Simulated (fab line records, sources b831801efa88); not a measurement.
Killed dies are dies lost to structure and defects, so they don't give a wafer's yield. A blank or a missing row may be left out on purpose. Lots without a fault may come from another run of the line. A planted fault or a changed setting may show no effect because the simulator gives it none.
A struck lot beside a sound one | flow sky130 | 16 steps out of a route of 708
Sound: wafers L341.1, L341.4, L341.5. Struck: wafers L334.2, L334.4, L334.6. The cause comes at the end.
At each step with rows: each side's tool, then ch and its chambers, then its first start. Under that, the readings that differ: sound wafers | struck wafers | difference of the means | sigmas: that difference in standard deviations of wafers without a fault.
alike: readings whose means differ by less than 2 such deviations, and words and numbers that are the same on both sides. not compared: withheld readings, readings that some wafer has no value for, bounds like >300 that may hide the same value, and numbers for which the record gives no deviation and whose values overlap.
The two part at a step that has a row with sigmas, a row that says differs or no value, or rows on one side only. Numbers that don't overlap but have no deviation are shown without sigmas and don't part them. A reading that every wafer of one side lacks parts them only if that side has two wafers or more.

first, 2 steps without rows for these wafers: SKY_NWELL_IMPLANT_12; SKY_NWELL_IMPLANT_13.
SKY_NWELL_STRIP_14: strips in O2/N2.
  sound on plasma_asher-04 ch 0,1, day 9 21:44; struck on plasma_asher-04 ch 0,1, day 8 12:26
  reading                      | sound             | struck            | difference | sigmas
  strip_time_to_endpoint_s (s) | 36.89 36.76 36.81 | 37.11 36.95 37.01 | +0.20      | +2
  alike: drypump_motor_current_A, oes_product_au
  not compared: rf_hours_counter_h
SKY_NWELL_TW_MEAS_15:
  sound on film_metro-02, day 9 21:50; struck on film_metro-03, day 8 12:32
  alike: NWELL_TW
then, 7 steps without rows for these wafers: SKY_NWELL_DEHYDRATE_16 (time 60 s); SKY_NWELL_HMDS_17 (prime time 60 s); SKY_NWELL_COAT_18 (resist thk 3000 nm); SKY_NWELL_SOFTBAKE_19; SKY_NWELL_EXPOSE_20 (exposes mask NWM COMPLEMENT, target cd 840 nm); SKY_NWELL_PEB_21; SKY_NWELL_DEVELOP_22 (develop time 60 s).
SKY_NWELL_OVL_MEAS_23:
  sound on overlay-02, day 10 19:53; struck on overlay-02, day 9 09:44
  alike: NWELL_01_OVL
SKY_NWELL_IMPLANT_24:
  sound on implanter-01 ch 0, day 10 19:56; struck on implanter-04 ch 0, day 9 09:48
  reading            | sound                         | struck                           | difference  | sigmas
  dose_ions_cm2      | 9.196e+12 9.207e+12 9.213e+12 | 1.5758e+13 1.5747e+13 1.5755e+13 | +6.5480e+12 | +99 or more
  faraday_current_uA | 51.7 52.1 52.7                | 88.5 88.1 87.6                   | +35.9       | +33
SKY_NWELL_STRIP_25: strips in O2/N2.
  sound on plasma_asher-02 ch 0,1, day 10 20:05; struck on plasma_asher-04 ch 0,1, day 9 09:55
  alike: drypump_motor_current_A, oes_product_au, strip_time_to_endpoint_s
  not compared: rf_hours_counter_h
SKY_NWELL_TW_MEAS_26:
  sound on film_metro-02, day 10 20:11; struck on film_metro-03, day 9 10:16
  reading    | sound             | struck            | difference | sigmas
  NWELL_2_TW | 489.6 494.3 491.6 | 587.6 586.9 587.0 | +95.3      | +33
  not compared: hold
-- the record jumps here: 40 days lie between the struck wafers' starts before and after (it left off in module NWELL and takes up again in module PAD_OPEN, whose first step shown is number 708 of the route) --
SKY_PAD_OPEN_PROBE_99:
  sound on prober-01, day 50 15:42; struck on prober-01, day 49 11:52
  reading                                    | sound                        | struck                        | difference | sigmas
  model.etest.pfet_16v.r_on_ohm_um           | 1.501e+04 1.5e+04 1.514e+04  | 1.227e+04 1.242e+04 1.227e+04 | -2.730e+03 |
  model.etest.res_iso_pwell.rs_ohm_sq        | 3024 2993 3007               | 1982 2058 2008                | -992       |
  model.etest.res_pwell_under_gate.rs_ohm_sq | 2290 2284 2288               | 1582 1601 1595                | -695       |
  model.etest.nfet_16v.r_on_ohm_um           | 1.39e+04 1.395e+04 1.418e+04 | 1.474e+04 1.48e+04 1.462e+04  | +7.100e+02 |
  model.etest.res_iso_pwell.line_ohm_um      | 1141 1123 1128               | 730.1 772.5 747.3             | -380.7     |
  model.etest.tip_n_5v.rs_ohm_sq             | 1346 1351 1339               | 1466 1464 1454                | +116       |
  model.etest.res_nwell.line_ohm_um          | 1107 1094 1087               | 1281 1302 1302                | +199       |
  model.etest.res_iso_pwell.width_nm (nm)    | 2647 2646 2656               | 2699 2681 2692                | +41        |
  alike: killed_at_M0_to_M3, killed_at_M4_up, killed_at_contacts, killed_at_front_end, killed_at_other, killed_dies, killed_open, killed_short

WHERE THEY PART
First at SKY_NWELL_STRIP_14; last, within this record, at SKY_NWELL_TW_MEAS_26. Later steps at which nothing parts them and some readings are alike: SKY_PAD_OPEN_PROBE_99.

WHY: what the simulator had put in
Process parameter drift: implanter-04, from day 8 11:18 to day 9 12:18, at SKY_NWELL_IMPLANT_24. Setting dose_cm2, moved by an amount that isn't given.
